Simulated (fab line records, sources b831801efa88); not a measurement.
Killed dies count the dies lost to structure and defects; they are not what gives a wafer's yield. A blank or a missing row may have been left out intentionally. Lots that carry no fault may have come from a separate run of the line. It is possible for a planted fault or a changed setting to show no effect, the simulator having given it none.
Matching of chambers || flow gf180mcu || 4 sister chambers for GF_V1_CMP_26 on cmp-02
The step polishes, stops on SiO2, t overpolish 15 s, target thk 0 nm. 4 wafers are shown with their chamber, then 7 later ones without.

== WAFERS, EACH WITH ITS CHAMBER ==
{"wafer": "L353.2", "chamber": 1, "motorCurrentA (A)": 11.4}
{"wafer": "L354.3", "chamber": 2, "motorCurrentA (A)": 10.5}
{"wafer": "L355.1", "chamber": 3, "motorCurrentA (A)": 11.7}
{"wafer": "L355.2", "chamber": 0, "motorCurrentA (A)": 10.4}

== WAFERS MISSING THEIR CHAMBER ==
{"wafer": "L355.4", "motorCurrentA (A)": 11.7}
{"wafer": "L356.1", "motorCurrentA (A)": 10.6}
{"wafer": "L356.3", "motorCurrentA (A)": 12.1}
{"wafer": "L356.5", "motorCurrentA (A)": 11.4}
{"wafer": "L358.4", "motorCurrentA (A)": 11.0}
{"wafer": "L358.5", "motorCurrentA (A)": 11.9}
{"wafer": "L358.6", "motorCurrentA (A)": 10.7}

== CHAMBER TAKEN BY EACH ==
{"wafer": "L355.4", "from the rows above": "can't be placed: 3 or 1", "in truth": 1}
{"wafer": "L356.1", "from the rows above": "can't be placed: 2 or 0", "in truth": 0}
{"wafer": "L356.3", "from the rows above": "can't be placed: 3 or 1", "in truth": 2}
{"wafer": "L356.5", "from the rows above": "can't be placed: 1 or 3", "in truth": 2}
{"wafer": "L358.4", "from the rows above": "can't be placed: 1 or 2 or 0 or 3", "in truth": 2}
{"wafer": "L358.5", "from the rows above": "can't be placed: 3 or 1", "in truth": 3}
{"wafer": "L358.6", "from the rows above": "can't be placed: 2 or 0", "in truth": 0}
0 of 7 placed correctly. These rows do not allow placing 7 (true chamber among the candidates in 5). Wrongly placed: 0.
How it was worked out, from the rows above alone: a wafer's distance from a chamber is the root of the sum, over the readings, of the square of ((its reading less the chamber's mean) divided by the reading's scatter). The wafer belongs to the nearest chamber; if the next one is less than 2 further off, it can't be placed. The mean given for a chamber averages the wafers shown for that chamber. The scatter: root of mean squared gap, hidden wafer to nearest shown wafer, with one shown wafer a chamber.
